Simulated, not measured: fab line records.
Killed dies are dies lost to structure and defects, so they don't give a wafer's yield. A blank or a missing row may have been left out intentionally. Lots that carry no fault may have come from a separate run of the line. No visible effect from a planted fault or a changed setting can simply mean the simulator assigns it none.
fab line records	flow gf180mcu	part 2 of 2: steps 31 to 39 of 39
[record] lots = 5	wafers = 15	lastDay = 33
route steps=602 shown M1@319 V1@335
lots with no fault: from the same line, run without faults
startH: hours from the record's first day to the start of the lot's first wafer shown	waitH: hours from the lot's prior step to this one	" repeats the value in the row above	L1.1+2: several wafers, shown together as one row	- no value, or no start given	* or withheld: withheld	< > ~ a bound
route shown NAME@n: a module of which the file shows steps, and the number in the route of the first	usual: mean/standard deviation taken from wafers without a fault	same: alike in all rows	chamber/n: place in a boat	sites: each site's reading	_std_site: standard deviation across them	_edge_site: the outer-site mean with the inner-site mean subtracted	radiusMm: for every site, how far away it sits from the centre of the wafer	mask NAME#n: copy n	behind: the last tool/chamber to shape the wafer	hold: the reason the lot was held/the length of the hold in hours/how it ended	device: the n, p or np transistor that did not switch	end of line: tests of these same wafers at the route's end	a step with no rows: only its recipe	killed: the dies lost at the first sort to structure and to defects; this is not the yield of the wafer	map: a wafer's dies, x killed, . not, _ none there
set.NAME: the setting that was run; set.NAME@STEP: the one run at that earlier step	model.NAME: the simulator's own value behind a step, which no gauge read
lots at some steps of the route; a table a step, a row a wafer
services: when a tool's chamber went out of use (startH, in hours from the record's first day, below 0 if earlier), for how many hours, and the reason
[[steps]]
[step GF_V1_CD_MEAS_14]
[recipe] targetCdNm = 260
[usual] cdNm = 259.9/1.3
lot.wafer	tool	chamber	startH	waitH	cdNm
L081.2	cdSem-02	-	488.96	0.1	261.8
L081.3	"	-	"	"	261.9
L081.4	"	-	"	"	260.9
L082.1	cdSem-02	-	491.41	0.1	261.5
L082.2	"	-	"	"	259.4
L082.6	"	-	"	"	260.6
L084.3	cdSem-01	-	503.70	0.1	259.6
L084.5	"	-	"	"	260.4
L084.6	"	-	"	"	260.7
L087.1	cdSem-02	-	527.18	0.1	260.8
L087.2	"	-	"	"	261.0
L087.6	"	-	"	"	259.0
L092.1	cdSem-02	-	562.91	0.1	261.1
L092.3	"	-	"	"	260.4
L092.4	"	-	"	"	259.9
[step GF_V1_OVL_MEAS_15]
[usual] V1_OVL = 2/4.4
lot.wafer	tool	chamber	startH	waitH	V1_OVL[nm]
L081.2	overlay-01	-	489.06	0.1	-1
L081.3	"	-	"	"	-1
L081.4	"	-	"	"	-1
L082.1	overlay-01	-	491.53	0.1	-2
L082.2	"	-	"	"	4
L082.6	"	-	"	"	5
L084.3	overlay-01	-	503.79	0.1	-1
L084.5	"	-	"	"	-3
L084.6	"	-	"	"	0
L087.1	overlay-01	-	527.30	0.1	-5
L087.2	"	-	"	"	7
L087.6	"	-	"	"	7
L092.1	overlay-01	-	563.03	0.1	8
L092.3	"	-	"	"	3
L092.4	"	-	"	"	10
[step GF_V1_ETCH_16]
[recipe] chemistry = N2/H2	targetDepthA = withheld	overetchA = withheld	timeS = withheld	target = BARC	ionEnergyEv = 200	sourceW = 500	biasW = 100	pressureMtorr = 30	n2FlowSccm = 100	h2FlowSccm = 200
[usual] drypumpMotorCurrentA = 5.5/0.44	oesProductAu = 0.855/0.0044	throttleValvePct = 13.224/0.0087
lot.wafer	tool	chamber	startH	waitH	drypumpMotorCurrentA	oesProductAu	throttleValvePct
L081.2	rieDiel-01	1	489.09	0.0	5.6	0.861	13.216
L081.3	"	3	"	"	6.0	0.861	13.212
L081.4	"	0	"	"	6.0	0.856	13.232
L082.1	rieDiel-02	3	491.57	0.0	5.2	0.850	13.229
L082.2	"	1	"	"	5.0	0.851	13.213
L082.6	"	2	"	"	5.8	0.853	13.219
L084.3	rieDiel-01	0	503.82	0.0	6.0	0.857	13.230
L084.5	"	0	"	"	6.0	0.859	13.228
L084.6	"	1	"	"	5.6	0.854	13.219
L087.1	rieDiel-02	2	527.33	0.0	5.8	0.860	13.227
L087.2	"	0	"	"	4.8	0.859	13.229
L087.6	"	2	"	"	5.8	0.856	13.218
L092.1	rieDiel-01	0	563.07	0.0	6.0	0.848	13.224
L092.3	"	2	"	"	5.2	0.851	13.216
L092.4	"	1	"	"	5.6	0.850	13.233
[step GF_V1_ETCH_17]
[recipe] chemistry = C4F8/O2/Ar	maskMaterial = KrF	target = SiO2	stopOn = TiN	sourceW = 1500	biasW = 1200	pressureMtorr = 40	c4f8FlowSccm = withheld	O2_flow_sccm = 6	Ar_flow_sccm = 300	timeS = withheld	targetDepthA = 6300
[usual] oesProductAu = 0.857/0.0044
lot.wafer	tool	chamber	startH	waitH	oesProductAu
L081.2	rieDiel-01	1	-	-	0.854
L081.3	"	3	"	"	0.856
L081.4	"	0	"	"	0.859
L082.1	rieDiel-02	3	-	-	0.858
L082.2	"	1	"	"	0.863
L082.6	"	2	"	"	0.852
L084.3	rieDiel-01	0	-	-	0.854
L084.5	"	0	"	"	0.851
L084.6	"	1	"	"	0.862
L087.1	rieDiel-02	2	-	-	0.855
L087.2	"	0	"	"	0.861
L087.6	"	2	"	"	0.856
L092.1	rieDiel-01	0	-	-	0.863
L092.3	"	2	"	"	0.852
L092.4	"	1	"	"	0.862
[step GF_V1_STRIP_18]
[recipe] chemistry = O2/N2	powerW = 1400	pressureMtorr = 1500	platenTempC = 250	o2FlowSccm = 3000	n2FlowSccm = 300	overashFraction = 0.5
[usual] drypumpMotorCurrentA = 6.0/0.45	heaterPowerW = 322/29	oesProductAu = 0.600/0.0051
lot.wafer	tool	chamber	startH	waitH	drypumpMotorCurrentA	heaterPowerW	oesProductAu	rfHoursCounterH
L081.2	plasmaAsher-04	0	489.22	-	5.5	345	0.607	6
L081.3	"	0	"	"	5.5	341	0.602	-
L081.4	"	1	"	"	5.2	348	0.598	-
L082.1	plasmaAsher-02	0	491.70	-	6.2	275	0.599	70
L082.2	"	1	"	"	6.2	305	0.603	70
L082.6	"	1	"	"	6.3	311	0.602	-
L084.3	plasmaAsher-03	0	503.98	-	6.1	359	0.606	-
L084.5	"	1	"	"	6.6	303	0.603	-
L084.6	"	0	"	"	6.1	359	0.600	-
L087.1	plasmaAsher-03	1	527.46	-	6.6	300	0.593	43
L087.2	"	0	"	"	6.1	357	0.600	43
L087.6	"	1	"	"	6.6	299	0.598	-
L092.1	plasmaAsher-02	1	563.20	-	6.3	308	0.597	77
L092.3	"	0	"	"	6.2	279	0.590	-
L092.4	"	1	"	"	6.3	310	0.606	-
[step GF_V1_STRIP_19]
[recipe] chemistry = postEtchResidueRemover	timeS = 1200	tempC = 72.5
[usual] bathHeatDutyPct = 14.2/1.4	tempC = 72.49/0.12
lot.wafer	tool	chamber	startH	waitH	bathHeatDutyPct	tempC
L081.2	wetBench-03	1	489.32	0.1	15.9	72.53
L081.3	"	1	"	"	14.6	72.51
L081.4	"	1	"	"	16.0	72.53
L082.1	wetBench-01	3	491.80	0.1	14.4	72.62
L082.2	"	3	"	"	13.8	72.60
L082.6	"	3	"	"	12.8	72.57
L084.3	wetBench-03	2	504.05	0.0	13.2	72.76
L084.5	"	2	"	"	14.6	72.70
L084.6	"	2	"	"	16.3	72.48
L087.1	wetBench-04	2	527.56	0.1	13.7	72.54
L087.2	"	2	"	"	14.3	72.42
L087.6	"	2	"	"	13.1	72.56
L092.1	wetBench-01	1	563.30	0.1	14.1	72.61
L092.3	"	1	"	"	12.0	72.52
L092.4	"	1	"	"	12.3	72.56
[step GF_V1_CLEAN_20]
[recipe] chemistry = DIW	dry = n2Spin
lot.wafer	tool	chamber	startH	waitH
L081.2+3+4	wetBench-01	2	489.66	0.0
L082.1+2+6	wetBench-03	0	492.17	0.0
L084.3+5+6	wetBench-04	3	504.39	0.0
L087.1+2+6	wetBench-01	2	527.90	0.0
L092.1+3+4	wetBench-04	3	563.64	0.0
[step GF_V1_SPUTTER_21]
[recipe] material = Ti	targetThkNm = 15	chamberPressurePa = 5	powerW = 2500	substrateTempC = 200	timeS = 80.02
[usual] throttleValvePct = 30.4/0.96
lot.wafer	tool	chamber	startH	waitH	throttleValvePct
L081.2	pvdSputter-02	-	489.76	0.0	31.9
L081.3	"	-	"	"	28.8
L081.4	"	-	"	"	30.5
L082.1	pvdSputter-04	-	492.26	0.0	29.7
L082.2	"	-	"	"	31.0
L082.6	"	-	"	"	30.7
L084.3	pvdSputter-03	-	504.49	0.0	29.9
L084.5	"	-	"	"	29.3
L084.6	"	-	"	"	29.9
L087.1	pvdSputter-03	-	528.00	0.0	32.9
L087.2	"	-	"	"	29.1
L087.6	"	-	"	"	32.8
L092.1	pvdSputter-04	-	563.73	0.0	30.5
L092.3	"	-	"	"	29.6
L092.4	"	-	"	"	30.9
[step GF_V1_SPUTTER_22]
[recipe] material = TiN	targetThkNm = 10	chamberPressurePa = 5	powerW = 4000	timeS = 40
[usual] throttleValvePct = 30.5/0.95
lot.wafer	tool	chamber	startH	waitH	throttleValvePct
L081.2	pvdSputter-02	-	489.82	0.0	31.8
L081.3	"	-	"	"	29.0
L081.4	"	-	"	"	30.7
L082.1	pvdSputter-04	-	492.32	0.0	29.8
L082.2	"	-	"	"	31.1
L082.6	"	-	"	"	30.5
L084.3	pvdSputter-03	-	504.55	0.0	29.9
L084.5	"	-	"	"	29.2
L084.6	"	-	"	"	30.0
L087.1	pvdSputter-03	-	528.06	0.0	32.9
L087.2	"	-	"	"	29.1
L087.6	"	-	"	"	32.8
L092.1	pvdSputter-04	-	563.79	0.0	30.5
L092.3	"	-	"	"	29.5
L092.4	"	-	"	"	31.4
[[services]]
tool	chamber	startH	hours	kind
plasmaAsher-04	-	421.25	9.0	pm
hdpcvd-01	-	424.01	2.3	repair
krfScanner-02	-	424.21	0.8	repair
rieDiel-01	-	431.01	2.8	pm
pvdSputter-02	-	435.73	7.6	repair
rieDiel-01	0	437.97	9.4	repair
krfScanner-02	-	446.34	0.2	repair
krfScanner-01	-	467.05	1.3	pm
krfScanner-01	-	472.87	4.4	pm
krfScanner-01	-	483.70	1.0	pm
pecvd-02	-	484.82	5.5	pm
krfScanner-01	-	494.70	4.0	pm
krfScanner-02	-	498.75	1.3	pm
cmp-02	-	498.83	1.2	repair
cmp-02	-	500.10	0.4	repair
krfScanner-02	-	508.76	0.7	repair
rieDiel-02	1	509.16	6.1	repair
rieDiel-01	2	522.78	9.4	repair
rieDiel-02	-	526.40	0.7	repair
rieDiel-02	1	528.17	13.7	repair
hdpcvd-02	-	539.25	15.0	pm
krfScanner-02	-	542.09	0.8	pm
cmp-02	-	545.42	0.8	repair
krfScanner-01	-	549.28	0.8	pm
